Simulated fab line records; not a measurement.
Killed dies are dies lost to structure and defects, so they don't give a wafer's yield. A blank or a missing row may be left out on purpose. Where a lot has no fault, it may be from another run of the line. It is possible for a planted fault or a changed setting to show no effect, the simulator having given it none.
Struck lot and sound lot, side by side + flow gf180mcu + 14 steps out of a route of 602
Sound: these wafers, L651.1, L651.3, L651.4. The struck wafers were L660.4, L660.5, L660.6. At the end, the cause is stated.
Each step with rows lists, per side, the tool, then ch with its chambers, then its first start. Under that, the readings that differ: sound wafers + struck wafers + difference of the means + sigmas: that difference in standard deviations of wafers without a fault.
alike: readings with means less than 2 such deviations apart, plus words and numbers identical on both sides. not compared: withheld readings, readings lacking a value on some wafer, bounds such as >300 that could conceal the same value, and numbers that have no deviation in the record and whose values overlap.
The two part at a step that has a row with sigmas, a row that says differs or no value, or rows on one side only. Non-overlapping numbers with no deviation appear without sigmas and do not part them. A reading missing from all wafers of one side parts the sides only when that side holds two or more wafers.

GF_V1_CD_MEAS_14: the cd target is 260 nm.
  sound: cd-sem-01 at day 19 22:26; struck: cd-sem-02 at day 23 05:29
  alike: cd-nm
GF_V1_OVL_MEAS_15:
  sound: overlay-01 at day 19 22:34; struck: overlay-02 at day 23 05:34
  alike: V1_OVL
GF_V1_ETCH_16: etches BARC in N2/H2.
  sound on rie-diel-04 ch 0,1,2, day 19 22:36; struck on rie-diel-03 ch 0,2,3, day 23 05:36
  alike: bias-w, drypump-motor-current-A, oes-product-au, rf-fwd-power-W, throttle-valve-pct
GF_V1_ETCH_17: etches SiO2 in C4F8/O2/Ar, stops on TiN, target depth 630 nm.
  sound on rie-diel-04 ch 0,1,2; struck on rie-diel-03 ch 0,2,3
  alike: bias-w, oes-product-au, rf-fwd-power-W
GF_V1_STRIP_18: strips in O2/N2.
  sound on plasma-asher-01 ch 0,1, day 19 22:43; struck on plasma-asher-03 ch 0,1, day 23 05:44
  alike: drypump-motor-current-A, heater-power-w, oes-product-au
  not compared: rf-hours-counter-h
then, 2 steps without rows for these wafers: GF_V1_STRIP_19 (strips in post etch residue remover, time 1200 s); GF_V1_CLEAN_20 (cleans in DIW).
GF_V1_SPUTTER_21: material Ti, target thk 15 nm, time 80.02 s.
  sound: pvd-sputter-02 at day 19 23:17; struck: pvd-sputter-02 at day 23 06:14
  alike: cathode-dc-power-W, throttle-valve-pct
then, 1 step without rows for these wafers: GF_V1_SPUTTER_22 (material TiN, target thk 10 nm, time 40 s).
GF_V1_CVD_23: deposits W, target thk 350 nm, time 105.05 s.
  sound on cvd-w-02 ch 0,1, day 19 23:23; struck on cvd-w-02 ch 1, day 23 06:27
| reading              | sound                | struck               | difference | sigmas |
|----------------------|----------------------|----------------------|------------|--------|
| susceptor-temp-C (C) | 399.63 400.43 399.75 | 400.55 400.49 400.46 | +0.56      | +2     |
  alike: heater-power-w
GF_V1_RS_MEAS_24: uses a four-point probe to measure.
  sound: film-metro-03 at day 19 23:29; struck: film-metro-04 at day 23 06:37
  alike: V1_W_RS
GF_V1_THK_MEAS_25: measures by xrf.
  sound: film-metro-03 at day 19 23:37; struck: film-metro-04 at day 23 06:43
  alike: V1_W_THK
GF_V1_CMP_26: polishes, stops on SiO2, t overpolish 15 s, target thk 0 nm.
  sound on cmp-01 ch 0,2,3, day 19 23:49; struck on cmp-01 ch 0,1, day 23 06:47
  no value came back on the struck wafers for any of 6 readings (edge-zone-pressure-frac, head-pressure-psi (psi) and others); on the sound wafers edge-zone-pressure-frac reads 1.000 1.003 0.999
| reading                             | sound             | struck            | difference | sigmas |
|-------------------------------------|-------------------|-------------------|------------|--------|
| model.W_of_V1_CVD_23.thk-nm (nm)    | 0 0 0             | 353.7 352.9 350   | +352.2     |        |
| model.SiO2_of_V1_CVD_02.thk-nm (nm) | 627.6 627.6 629.4 | 633.3 632.1 632.6 | +4.5       |        |
-- the record jumps here: 10 days lie between the struck wafers' starts before and after (it left off in module V1 and takes up again in module PASSIVATION, whose first step shown is number 602 of the route) --
GF_PASSIVATION_PROBE_99:
  rows exist in the record for the struck wafers here (prober-02, day 32 22:55), but not for the sound ones

WHERE THEY PART
Earliest at GF_V1_CVD_23; latest, in this record, at GF_PASSIVATION_PROBE_99.

WHY: the cause the simulator had injected
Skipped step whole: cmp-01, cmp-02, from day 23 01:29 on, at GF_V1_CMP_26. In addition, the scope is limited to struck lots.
